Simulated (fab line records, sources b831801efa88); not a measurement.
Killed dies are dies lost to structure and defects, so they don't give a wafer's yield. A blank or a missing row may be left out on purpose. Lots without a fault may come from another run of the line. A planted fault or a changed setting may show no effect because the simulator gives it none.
Chamber matching | flow gf180mcu | GF_STI_CMP_25 on cmp-02: 4 sister chambers
The step polishes, stops on Si3N4, t overpolish 33 s, target thk 524.6 nm. 14 wafers are shown with their chamber, then 7 later ones without.

WAFERS WITH THEIR CHAMBER
wafer  | chamber | motor_current_A (A) | time_to_endpoint_s (s) | overpolish_run_s (s)
L830.1 | 1       | 9.8                 | 117                    | 33.005
L830.2 | 2       | 12.7                | 129                    | 33.008
L830.6 | 3       | 10.5                | 125                    | 33.004
L832.4 | 3       | 9.7                 | 126                    | 32.998
L832.5 | 0       | 10.7                | 126                    | 32.992
L832.6 | 1       | 9.3                 | 118                    | 32.999
L836.1 | 2       | 12.7                | 122                    | 33.001
L836.3 | 1       | 10.4                | 112                    | 33.001
L836.4 | 0       | 10.9                | 120                    | 33.001
L838.1 | 0       | 10.7                | 129                    | 32.992
L838.5 | 0       | 10.3                | 129                    | 32.992
L838.6 | 1       | 9.5                 | 118                    | 33.000
L842.3 | 3       | 10.6                | 128                    | 32.984
L842.4 | 2       | 12.8                | 130                    | 32.973

SIGNATURES (means of the wafers above)
reading            | chamber 0 | chamber 1 | chamber 2 | chamber 3 | scatter within a chamber
motor_current_A    | 10.650    | 9.750     | 12.733    | 10.267    | 0.371
time_to_endpoint_s | 126.00    | 116.25    | 127.00    | 126.33    | 3.48
overpolish_run_s   | 32.99425  | 33.00125  | 32.99400  | 32.99533  | 0.00989
Rule: a wafer's distance from a chamber is the root of the sum, over the readings, of the square of ((its reading less the chamber's mean) divided by the reading's scatter). The wafer belongs to the nearest chamber; if the next one is less than 2 further off, it can't be placed. The scatter: the root of (the sum of the squares of (reading less its chamber's mean) over the shown wafers, divided by (wafers less chambers)).

WAFERS WITHOUT THEIR CHAMBER
wafer  | motor_current_A (A) | time_to_endpoint_s (s) | overpolish_run_s (s)
L842.5 | 10.8                | 125                    | 33.020
L848.2 | 10.4                | 123                    | 32.995
L848.3 | 12.2                | 120                    | 32.998
L848.4 | 9.9                 | 114                    | 33.000
L852.2 | 10.2                | 116                    | 33.007
L852.4 | 13.3                | 129                    | 33.001
L852.5 | 12.5                | 132                    | 32.976

WHICH CHAMBER EACH WENT THROUGH
wafer  | from the rows above          | in truth
L842.5 | can't be placed: 0 or 3 or 1 | 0
L848.2 | can't be placed: 3 or 0 or 1 | 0
L848.3 | 2                            | 2
L848.4 | 1                            | 1
L852.2 | can't be placed: 1 or 3      | 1
L852.4 | 2                            | 2
L852.5 | 2                            | 2
Placed correctly: 4 of 7. Can't be placed from these rows: 3 (the true chamber is among the candidates in 3). Placed wrongly: 0.
